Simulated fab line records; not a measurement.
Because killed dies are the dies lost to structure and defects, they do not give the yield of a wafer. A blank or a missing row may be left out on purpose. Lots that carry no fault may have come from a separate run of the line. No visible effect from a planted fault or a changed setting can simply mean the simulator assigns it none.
Which of the tools did it? :: flow gf180mcu :: 18 wafers from 6 lots sampled at 2 of the route's 602 steps

== WHAT EACH GAUGE READ, for each wafer ==
GF_CONTACT_RS_MEAS_25: the measuring method here is four-point-probe.
lot: L480
measured: day 16 20:08
on: film_metro-04
CONTACT_W_RS (ohm/sq): 0.384 0.383 0.387

lot: L482
measured: day 17 18:10
on: film_metro-04
CONTACT_W_RS (ohm/sq): 0.380 0.379 0.376

lot: L485
measured: day 18 19:13
on: film_metro-03
CONTACT_W_RS (ohm/sq): 0.386 0.392 0.389

lot: L490
measured: day 20 14:13
on: film_metro-02
CONTACT_W_RS (ohm/sq): 0.376 0.378 0.383

lot: L492
measured: day 21 07:12
on: film_metro-03
CONTACT_W_RS (ohm/sq): 0.375 0.372 0.506

lot: L501
measured: day 24 05:37
on: film_metro-03
CONTACT_W_RS (ohm/sq): 0.385 0.383 0.384

== EACH LOT AND THE TOOL THAT RAN IT (in order: tool; ch and the chambers of the sampled wafers; start) ==
lot: L480
GF_CONTACT_CVD_24: cvd_w-02 ch 0,1, day 16 20:02

lot: L482
GF_CONTACT_CVD_24: cvd_w-01 ch 0,1, day 17 18:04

lot: L485
GF_CONTACT_CVD_24: cvd_w-02 ch 0, day 18 19:00

lot: L490
GF_CONTACT_CVD_24: cvd_w-01 ch 0,1, day 20 14:07

lot: L492
GF_CONTACT_CVD_24: cvd_w-01 ch 0,1, day 21 07:05

lot: L501
GF_CONTACT_CVD_24: cvd_w-02 ch 0,1, day 24 05:31
- GF_CONTACT_CVD_24: deposits W, target thk 300 nm, time 90.339 s.

== THE ANSWER, worked out from the rows above alone ==
Rule: the usual values come from the lots themselves. The widest of any qualifying gaps counts: lots, ordered by their means at a reading, are off when they make up no more than a third of the lots, leave a main group of 4 or more, and stand apart from it by 3 or more times the standard deviation of that group's means. A main group is skipped when, at the precision printed for the reading in the tables above, its means are all equal. Also off: a lot with no number at a reading for which 4 or more lots have one. All remaining lots with rows at the step are treated as sound.
Off: at GF_CONTACT_RS_MEAS_25 (CONTACT_W_RS), L492. The main group: mean 0.383 ohm/sq, standard deviation 0.0039.
A tool fits if, at a process step before that reading, it ran every lot that is off, and no sound lot after the first of them. The gauges at GF_CONTACT_RS_MEAS_25 are tried like those tools. One fits: GF_CONTACT_CVD_24 on cvd_w-01. A fault onset in the window from L490 (day 20 14:07, its last sound lot) to L492 (day 21 07:05, its first lot off) fits.

== WHAT THE SIMULATOR PUT IN ==
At GF_CONTACT_CVD_24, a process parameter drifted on cvd_w-01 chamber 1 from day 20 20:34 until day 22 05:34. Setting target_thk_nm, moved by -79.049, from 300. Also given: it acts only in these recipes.
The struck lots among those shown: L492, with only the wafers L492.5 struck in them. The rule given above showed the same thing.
